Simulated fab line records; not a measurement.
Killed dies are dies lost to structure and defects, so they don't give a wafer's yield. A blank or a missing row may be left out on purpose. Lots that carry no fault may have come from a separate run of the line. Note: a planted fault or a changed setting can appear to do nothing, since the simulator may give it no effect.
Matching of chambers ; flow gf180mcu ; pecvd-04 running GF_V5_CVD_02: 3 sister chambers
The step deposits SiO2 from TEOS, target thk 1450 nm, time 163.28 s. 6 wafers are shown with their chamber, then 7 later ones without.

## WAFERS WITH THEIR CHAMBER
wafer;chamber;heaterPowerW (W)
L979.6;0;590
L977.4;1;626
L977.5;0;469
L977.6;2;749
L985.2;1;773
L985.3;2;832

## WAFERS MISSING THEIR CHAMBER
wafer;heaterPowerW (W)
L985.5;625
L986.1;589
L986.3;876
L986.6;467
L988.2;754
L988.3;575
L988.6;616

## WHICH CHAMBER EACH WENT THROUGH
wafer;from the rows above;in truth
L985.5;can't be placed: 1 or 0 or 2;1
L986.1;can't be placed: 0 or 1 or 2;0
L986.3;can't be placed: 2 or 1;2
L986.6;0;0
L988.2;can't be placed: 2 or 1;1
L988.3;can't be placed: 0 or 1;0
L988.6;can't be placed: 1 or 0 or 2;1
Correctly placed: 1 of 7. Not placeable from these rows: 6 (in 6, the candidates include the true chamber). Wrongly placed: 0.
How it was worked out, from the rows above alone: a wafer's distance from a chamber is the root of the sum, over the readings, of the square of ((its reading less the chamber's mean) divided by the reading's scatter). If the next closest chamber is less than 2 further off than the closest, the wafer can't be placed; otherwise it belongs to the closest. A chamber's mean is the mean of its shown wafers. How the scatter is found: for the shown wafers, subtract from each reading the mean of its chamber, square and add these, divide the total by (wafers less chambers), then take the root.
